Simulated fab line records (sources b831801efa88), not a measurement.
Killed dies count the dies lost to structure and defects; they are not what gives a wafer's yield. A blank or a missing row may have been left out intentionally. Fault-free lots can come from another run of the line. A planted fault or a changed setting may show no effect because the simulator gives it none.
Which tool was responsible? :: flow sky130 :: Sampling: 24 lots, 72 wafers, 4 of 708 route steps

WHAT THE GAUGES SHOWED, per wafer
SKY_LDD_P_OVL_MEAS_08.
lot: L074
measured: day 19 10:19
on: overlay-02
LDD_P_OVL (nm): 3.3 1.9 1.5

lot: L075
measured: day 20 04:35
on: overlay-01
LDD_P_OVL (nm): 0.6 0.9 0.1

lot: L076
measured: day 19 23:16
on: overlay-01
LDD_P_OVL (nm): 0.2 2.0 1.1

lot: L077
measured: day 20 04:03
on: overlay-02
LDD_P_OVL (nm): 1.1 1.7 1.6

lot: L078
measured: day 20 05:01
on: overlay-02
LDD_P_OVL (nm): -0.8 -0.7 -2.3

lot: L079
measured: day 21 02:10
on: overlay-01
LDD_P_OVL (nm): 1.1 1.0 1.2

lot: L080
measured: day 21 10:28
on: overlay-02
LDD_P_OVL (nm): 1.7 1.7 1.7

lot: L081
measured: day 21 10:36
on: overlay-02
LDD_P_OVL (nm): -2.1 0.0 0.5

lot: L082
measured: day 21 23:31
on: overlay-02
LDD_P_OVL (nm): 0.2 0.3 1.1

lot: L083
measured: day 22 00:54
on: overlay-02
LDD_P_OVL (nm): 1.9 1.8 2.2

lot: L084
measured: day 22 11:16
on: overlay-01
LDD_P_OVL (nm): 1.6 0.3 -0.4

lot: L085
measured: day 22 19:46
on: overlay-02
LDD_P_OVL (nm): 0.7 2.6 0.0

lot: L086
measured: day 23 03:24
on: overlay-01
LDD_P_OVL (nm): 1.0 1.1 -0.3

lot: L087
measured: day 23 09:22
on: overlay-01
LDD_P_OVL (nm): 0.7 0.8 0.9

lot: L088
measured: day 23 15:17
on: overlay-02
LDD_P_OVL (nm): -0.8 1.1 0.6

lot: L089
measured: day 24 08:45
on: overlay-01
LDD_P_OVL (nm): -2.2 -2.4 -2.9

lot: L090
measured: day 24 15:06
on: overlay-01
LDD_P_OVL (nm): 1.6 1.9 3.2

lot: L091
measured: day 25 00:43
on: overlay-01
LDD_P_OVL (nm): -0.2 2.1 2.8

lot: L092
measured: day 25 08:40
on: overlay-02
LDD_P_OVL (nm): 1.8 0.4 3.0

lot: L093
measured: day 25 13:18
on: overlay-01
LDD_P_OVL (nm): 0.2 0.3 1.9

lot: L094
measured: day 26 10:28
on: overlay-02
LDD_P_OVL (nm): 1.8 0.5 1.9

lot: L095
measured: day 27 05:02
on: overlay-02
LDD_P_OVL (nm): 0.0 0.2 -0.8

lot: L096
measured: day 27 07:13
on: overlay-01
LDD_P_OVL (nm): 0.4 1.9 1.0

lot: L097
measured: day 27 09:46
on: overlay-02
LDD_P_OVL (nm): 1.2 0.5 -0.4

SKY_METAL2_CD_MEAS_15: target cd 140 nm.
lot: L074
measured: day 35 08:01
on: cdSem-01
cdNm (nm): 139.8 140.7 141.8

lot: L075
measured: day 36 01:37
on: cdSem-02
cdNm (nm): 140.8 138.7 139.1

lot: L076
measured: day 35 21:22
on: cdSem-02
cdNm (nm): 138.8 139.7 139.9

lot: L077
measured: day 35 21:40
on: cdSem-01
cdNm (nm): 142.1 142.4 141.4

lot: L078
measured: day 36 01:49
on: cdSem-01
cdNm (nm): 139.3 139.5 139.9

lot: L079
measured: day 36 20:05
on: cdSem-02
cdNm (nm): 138.9 139.4 138.8

lot: L080
measured: day 37 04:16
on: cdSem-01
cdNm (nm): 141.4 141.3 141.0

lot: L081
measured: day 37 06:11
on: cdSem-01
cdNm (nm): 141.3 141.0 140.3

lot: L082
measured: day 37 11:43
on: cdSem-02
cdNm (nm): 138.3 141.6 139.6

lot: L083
measured: day 37 15:26
on: cdSem-01
cdNm (nm): 142.8 142.9 142.2

lot: L084
measured: day 37 22:07
on: cdSem-02
cdNm (nm): 138.9 137.8 138.7

lot: L085
measured: day 38 04:58
on: cdSem-02
cdNm (nm): 139.2 137.9 138.0

lot: L086
measured: day 38 14:46
on: cdSem-01
cdNm (nm): 136.6 137.1 137.5

lot: L087
measured: day 38 17:14
on: cdSem-02
cdNm (nm): 138.7 136.7 139.1

lot: L088
measured: day 38 21:19
on: cdSem-01
cdNm (nm): 141.5 141.3 142.0

lot: L089
measured: day 39 13:37
on: cdSem-02
cdNm (nm): 140.2 139.4 139.6

lot: L090
measured: day 39 15:44
on: cdSem-01
cdNm (nm): 144.1 146.2 144.2

lot: L091
measured: day 40 01:40
on: cdSem-01
cdNm (nm): 141.0 140.8 140.6

lot: L092
measured: day 40 08:38
on: cdSem-02
cdNm (nm): 139.3 139.6 139.9

lot: L093
measured: day 40 12:54
on: cdSem-02
cdNm (nm): 139.7 140.7 139.8

lot: L094
measured: day 41 05:50
on: cdSem-01
cdNm (nm): 140.5 139.1 140.9

lot: L095
measured: day 41 22:02
on: cdSem-02
cdNm (nm): 139.0 140.5 140.8

lot: L096
measured: day 42 00:15
on: cdSem-02
cdNm (nm): 141.4 140.9 140.4

lot: L097
measured: day 41 23:07
on: cdSem-02
cdNm (nm): 140.5 141.2 142.9

WHAT TOOL EACH LOT RAN ON (gives the tool, then ch and the chambers of the sampled wafers, and finally the start)
lot: L074
SKY_FIELD_ISO_CMP_27: cmp-01 ch 0,2,3, day 2 11:26
SKY_VIA1_ETCH_14: rieDiel-04 ch 0,1,3, day 34 04:05

lot: L075
SKY_FIELD_ISO_CMP_27: cmp-02 ch 0,1,2, day 2 18:35
SKY_VIA1_ETCH_14: rieDiel-04 ch 0,1,2, day 34 21:35

lot: L076
SKY_FIELD_ISO_CMP_27: cmp-02 ch 1,2,3, day 3 00:56
SKY_VIA1_ETCH_14: rieDiel-03 ch 1,2, day 34 17:44

lot: L077
SKY_FIELD_ISO_CMP_27: cmp-01 ch 0,2,3, day 3 00:59
SKY_VIA1_ETCH_14: rieDiel-04 ch 0,1, day 34 18:35

lot: L078
SKY_FIELD_ISO_CMP_27: cmp-01 ch 1,2,3, day 3 06:38
SKY_VIA1_ETCH_14: rieDiel-03 ch 0,2, day 34 22:56

lot: L079
SKY_FIELD_ISO_CMP_27: cmp-01 ch 0,2,3, day 3 13:25
SKY_VIA1_ETCH_14: rieDiel-03 ch 1,3, day 35 17:17

lot: L080
SKY_FIELD_ISO_CMP_27: cmp-01 ch 0,2, day 3 20:14
SKY_VIA1_ETCH_14: rieDiel-04 ch 0,1,2, day 36 01:17

lot: L081
SKY_FIELD_ISO_CMP_27: cmp-01 ch 1,2,3, day 3 23:18
SKY_VIA1_ETCH_14: rieDiel-04 ch 0,2, day 36 02:50

lot: L082
SKY_FIELD_ISO_CMP_27: cmp-01 ch 0,1,2, day 4 04:28
SKY_VIA1_ETCH_14: rieDiel-04 ch 0,1, day 36 08:44

lot: L083
SKY_FIELD_ISO_CMP_27: cmp-02 ch 1,2,3, day 4 08:56
SKY_VIA1_ETCH_14: rieDiel-02 ch 0,3, day 36 12:14

lot: L084
SKY_FIELD_ISO_CMP_27: cmp-02 ch 2,3, day 4 16:04
SKY_VIA1_ETCH_14: rieDiel-02 ch 1,2, day 36 18:53

lot: L085
SKY_FIELD_ISO_CMP_27: cmp-01 ch 2,3, day 4 18:59
SKY_VIA1_ETCH_14: rieDiel-04 ch 1,3, day 37 02:20

lot: L086
SKY_FIELD_ISO_CMP_27: cmp-01 ch 0,2,3, day 5 00:32
SKY_VIA1_ETCH_14: rieDiel-02 ch 2,3, day 37 11:29

lot: L087
SKY_FIELD_ISO_CMP_27: cmp-02 ch 0,2, day 5 05:47
SKY_VIA1_ETCH_14: rieDiel-04 ch 0,1,3, day 37 13:47

lot: L088
SKY_FIELD_ISO_CMP_27: cmp-01 ch 0,1, day 5 09:54
SKY_VIA1_ETCH_14: rieDiel-03 ch 0,1,2, day 37 18:38

lot: L089
SKY_FIELD_ISO_CMP_27: cmp-02 ch 0,3, day 5 17:23
SKY_VIA1_ETCH_14: rieDiel-03 ch 2,3, day 38 11:41

lot: L090
SKY_FIELD_ISO_CMP_27: cmp-01 ch 1,2, day 5 21:31
SKY_VIA1_ETCH_14: rieDiel-04 ch 0,2, day 38 14:02

lot: L091
SKY_FIELD_ISO_CMP_27: cmp-02 ch 0,3, day 6 03:11
SKY_VIA1_ETCH_14: rieDiel-02 ch 1,2, day 38 23:29

lot: L092
SKY_FIELD_ISO_CMP_27: cmp-02 ch 0,1,2, day 6 09:07
SKY_VIA1_ETCH_14: rieDiel-02 ch 2,3, day 39 06:53

lot: L093
SKY_FIELD_ISO_CMP_27: cmp-02 ch 0,1,3, day 6 12:04
SKY_VIA1_ETCH_14: rieDiel-03 ch 1,2,3, day 39 11:11

lot: L094
SKY_FIELD_ISO_CMP_27: cmp-01 ch 0,2,3, day 6 23:04
SKY_VIA1_ETCH_14: rieDiel-02 ch 0,2,3, day 40 04:23

lot: L095
SKY_FIELD_ISO_CMP_27: cmp-02 ch 0,1,2, day 7 11:51
SKY_VIA1_ETCH_14: rieDiel-04 ch 0,3, day 40 19:08

lot: L096
SKY_FIELD_ISO_CMP_27: cmp-01 ch 0,2,3, day 7 12:02
SKY_VIA1_ETCH_14: rieDiel-03 ch 0,1,3, day 40 23:32

lot: L097
SKY_FIELD_ISO_CMP_27: cmp-01 ch 0,1, day 7 21:37
SKY_VIA1_ETCH_14: rieDiel-04 ch 0,1,3, day 40 22:14
- SKY_FIELD_ISO_CMP_27: polishes, stops on Si3N4, t overpolish 16 s, target thk 457.8 nm.
- SKY_VIA1_ETCH_14: etches BARC in N2/H2, stops on SiO2, time 45.9 s, target depth 60 nm.

AS READ BY THE TOOLS THEMSELVES (means over the sampled wafers that have a number; for cases with no such wafer, the mark the record gives instead)
SKY_FIELD_ISO_CMP_27.
lot: L074
tool: cmp-01
motorCurrentA (A): 11.8
overpolishRunS (s): 15.998
timeToEndpointS (s): 115

lot: L075
tool: cmp-02
motorCurrentA (A): 12.0
overpolishRunS (s): 15.999
timeToEndpointS (s): 117

lot: L076
tool: cmp-02
motorCurrentA (A): 12.3
overpolishRunS (s): 15.996
timeToEndpointS (s): 109

lot: L077
tool: cmp-01
motorCurrentA (A): 12.0
overpolishRunS (s): 15.996
timeToEndpointS (s): 112

lot: L078
tool: cmp-01
motorCurrentA (A): 12.2
overpolishRunS (s): 15.995
timeToEndpointS (s): 113

lot: L079
tool: cmp-01
motorCurrentA (A): 11.5
overpolishRunS (s): 16.004
timeToEndpointS (s): 115

lot: L080
tool: cmp-01
motorCurrentA (A): 11.1
overpolishRunS (s): 16.002
timeToEndpointS (s): 111

lot: L081
tool: cmp-01
motorCurrentA (A): 12.4
overpolishRunS (s): 15.997
timeToEndpointS (s): 110

lot: L082
tool: cmp-01
motorCurrentA (A): 11.9
overpolishRunS (s): 16.001
timeToEndpointS (s): 107

lot: L083
tool: cmp-02
motorCurrentA (A): 12.5
overpolishRunS (s): 15.994
timeToEndpointS (s): 120

lot: L084
tool: cmp-02
motorCurrentA (A): 12.6
overpolishRunS (s): 16.002
timeToEndpointS (s): 116

lot: L085
tool: cmp-01
motorCurrentA (A): 12.0
overpolishRunS (s): 16.003
timeToEndpointS (s): 108

lot: L086
tool: cmp-01
motorCurrentA (A): 11.4
overpolishRunS (s): 16.001
timeToEndpointS (s): 109

lot: L087
tool: cmp-02
motorCurrentA (A): 12.3
overpolishRunS (s): 15.990
timeToEndpointS (s): 114

lot: L088
tool: cmp-01
motorCurrentA (A): 12.4
overpolishRunS (s): 16.005
timeToEndpointS (s): 111

lot: L089
tool: cmp-02
motorCurrentA (A): 12.0
overpolishRunS (s): 16.008
timeToEndpointS (s): 114

lot: L090
tool: cmp-01
motorCurrentA (A): 12.2
overpolishRunS (s): 15.998
timeToEndpointS (s): 113

lot: L091
tool: cmp-02
motorCurrentA (A): 12.1
overpolishRunS (s): 16.001
timeToEndpointS (s): 113

lot: L092
tool: cmp-02
motorCurrentA (A): 12.0
overpolishRunS (s): 15.999
timeToEndpointS (s): 116

lot: L093
tool: cmp-02
motorCurrentA (A): 11.9
overpolishRunS (s): 15.993
timeToEndpointS (s): 112

lot: L094
tool: cmp-01
motorCurrentA (A): 11.6
overpolishRunS (s): 15.991
timeToEndpointS (s): 107

lot: L095
tool: cmp-02
motorCurrentA (A): 12.4
overpolishRunS (s): 15.996
timeToEndpointS (s): 117

lot: L096
tool: cmp-01
motorCurrentA (A): 11.6
overpolishRunS (s): 15.997
timeToEndpointS (s): 106

lot: L097
tool: cmp-01
motorCurrentA (A): 12.6
overpolishRunS (s): 16.003
timeToEndpointS (s): 112

SKY_VIA1_ETCH_14.
lot: L074
tool: rieDiel-04
drypumpMotorCurrentA (A): 5.6
oesProductAu (a.u.): 0.858
throttleValvePct (%): 13.223

lot: L075
tool: rieDiel-04
drypumpMotorCurrentA (A): 5.6
oesProductAu (a.u.): 0.856
throttleValvePct (%): 13.226

lot: L076
tool: rieDiel-03
drypumpMotorCurrentA (A): 6.2
oesProductAu (a.u.): 0.855
throttleValvePct (%): 13.227

lot: L077
tool: rieDiel-04
drypumpMotorCurrentA (A): 5.3
oesProductAu (a.u.): 0.850
throttleValvePct (%): 13.231

lot: L078
tool: rieDiel-03
drypumpMotorCurrentA (A): 6.1
oesProductAu (a.u.): 0.853
throttleValvePct (%): 13.233

lot: L079
tool: rieDiel-03
drypumpMotorCurrentA (A): 5.6
oesProductAu (a.u.): 0.853
throttleValvePct (%): 13.226

lot: L080
tool: rieDiel-04
drypumpMotorCurrentA (A): 5.6
oesProductAu (a.u.): 0.855
throttleValvePct (%): 13.223

lot: L081
tool: rieDiel-04
drypumpMotorCurrentA (A): 5.5
oesProductAu (a.u.): 0.852
throttleValvePct (%): 13.227

lot: L082
tool: rieDiel-04
drypumpMotorCurrentA (A): 5.3
oesProductAu (a.u.): 0.852
throttleValvePct (%): 13.221

lot: L083
tool: rieDiel-02
drypumpMotorCurrentA (A): 5.4
oesProductAu (a.u.): 0.851
throttleValvePct (%): 13.221

lot: L084
tool: rieDiel-02
drypumpMotorCurrentA (A): 5.8
oesProductAu (a.u.): 0.857
throttleValvePct (%): 13.230

lot: L085
tool: rieDiel-04
drypumpMotorCurrentA (A): 5.9
oesProductAu (a.u.): 0.855
throttleValvePct (%): 13.226

lot: L086
tool: rieDiel-02
drypumpMotorCurrentA (A): 5.8
oesProductAu (a.u.): 0.855
throttleValvePct (%): 13.226

lot: L087
tool: rieDiel-04
drypumpMotorCurrentA (A): 5.6
oesProductAu (a.u.): 0.856
throttleValvePct (%): 13.218

lot: L088
tool: rieDiel-03
drypumpMotorCurrentA (A): 5.9
oesProductAu (a.u.): 0.853
throttleValvePct (%): 13.233

lot: L089
tool: rieDiel-03
drypumpMotorCurrentA (A): 5.8
oesProductAu (a.u.): 0.859
throttleValvePct (%): 13.229

lot: L090
tool: rieDiel-04
drypumpMotorCurrentA (A): 5.5
oesProductAu (a.u.): 0.855
throttleValvePct (%): 13.225

lot: L091
tool: rieDiel-02
drypumpMotorCurrentA (A): 5.9
oesProductAu (a.u.): 0.854
throttleValvePct (%): 13.232

lot: L092
tool: rieDiel-02
drypumpMotorCurrentA (A): 5.5
oesProductAu (a.u.): 0.857
throttleValvePct (%): 13.230

lot: L093
tool: rieDiel-03
drypumpMotorCurrentA (A): 5.9
oesProductAu (a.u.): 0.850
throttleValvePct (%): 13.218

lot: L094
tool: rieDiel-02
drypumpMotorCurrentA (A): 5.6
oesProductAu (a.u.): 0.858
throttleValvePct (%): 13.225

lot: L095
tool: rieDiel-04
drypumpMotorCurrentA (A): 5.4
oesProductAu (a.u.): 0.854
throttleValvePct (%): 13.220

lot: L096
tool: rieDiel-03
drypumpMotorCurrentA (A): 5.7
oesProductAu (a.u.): 0.851
throttleValvePct (%): 13.232

lot: L097
tool: rieDiel-04
drypumpMotorCurrentA (A): 5.6
oesProductAu (a.u.): 0.860
throttleValvePct (%): 13.230

THE ANSWER, worked out from the rows above alone
Rule: the usual values come from the lots themselves. Put in order of their means at a reading, lots are off if they are a third of the lots or fewer, leave a main group of 4 or more, and stand apart from it by a gap of 3 or more times the standard deviation of the main group's means; of several such gaps the widest counts. A main group whose means are all the same, to the digits that the tables above print for the reading, isn't used. A lot without any number at a reading at which 4 lots or more have one is off too. All remaining lots with rows at the step are treated as sound. After the gauges, taken in route order, come the tools' own readings; for these a lot's mean is taken, as printed above. The first step at which some lot is off is used, and at that step the reading that is off furthest; a lot without a number counts as furthest.
No lot is off at any reading shown: from this, nothing can be told.

WHAT THE SIMULATOR PUT IN
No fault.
